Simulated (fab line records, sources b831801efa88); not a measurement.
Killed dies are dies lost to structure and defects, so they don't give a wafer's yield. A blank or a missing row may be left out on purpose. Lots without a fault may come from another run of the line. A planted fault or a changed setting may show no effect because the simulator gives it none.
Chamber matching | flow gf180mcu | GF_V3_ETCH_16 on rie_diel-01: 4 sister chambers
The step etches BARC in N2/H2. 8 wafers are shown with their chamber, then 8 later ones without.

WAFERS WITH THEIR CHAMBER
wafer  | chamber | drypump_motor_current_A (A) | chamber_pressure_mTorr (mTorr)
L077.6 | 2       | 5.6                         | 30.045
L081.1 | 3       | 6.0                         | 29.963
L081.2 | 0       | 5.2                         | 30.008
L081.4 | 2       | 5.6                         | 30.016
L086.4 | 0       | 5.1                         | 29.998
L086.5 | 1       | 5.1                         | 29.968
L086.6 | 3       | 5.9                         | 29.990
L090.2 | 1       | 5.1                         | 30.001

WAFERS WITHOUT THEIR CHAMBER
wafer  | drypump_motor_current_A (A) | chamber_pressure_mTorr (mTorr)
L090.4 | 5.1                         | 29.983
L090.6 | 5.2                         | 30.028
L094.1 | 5.2                         | 30.020
L094.3 | 5.6                         | 30.032
L094.4 | 6.0                         | 29.981
L097.1 | 5.1                         | 30.000
L097.3 | 5.6                         | 30.030
L097.5 | 5.1                         | 30.036

WHICH CHAMBER EACH WENT THROUGH
wafer  | from the rows above     | in truth
L090.4 | can't be placed: 1 or 0 | 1
L090.6 | can't be placed: 0 or 1 | 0
L094.1 | can't be placed: 0 or 1 | 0
L094.3 | 2                       | 2
L094.4 | 3                       | 3
L097.1 | can't be placed: 1 or 0 | 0
L097.3 | 2                       | 2
L097.5 | can't be placed: 0 or 1 | 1
Placed correctly: 3 of 8. Can't be placed from these rows: 5 (the true chamber is among the candidates in 5). Placed wrongly: 0.
How it was worked out, from the rows above alone: a wafer's distance from a chamber is the root of the sum, over the readings, of the square of ((its reading less the chamber's mean) divided by the reading's scatter). The wafer belongs to the nearest chamber; if the next one is less than 2 further off, it can't be placed. A chamber's mean is the mean of its shown wafers. The scatter: the root of (the sum of the squares of (reading less its chamber's mean) over the shown wafers, divided by (wafers less chambers)).
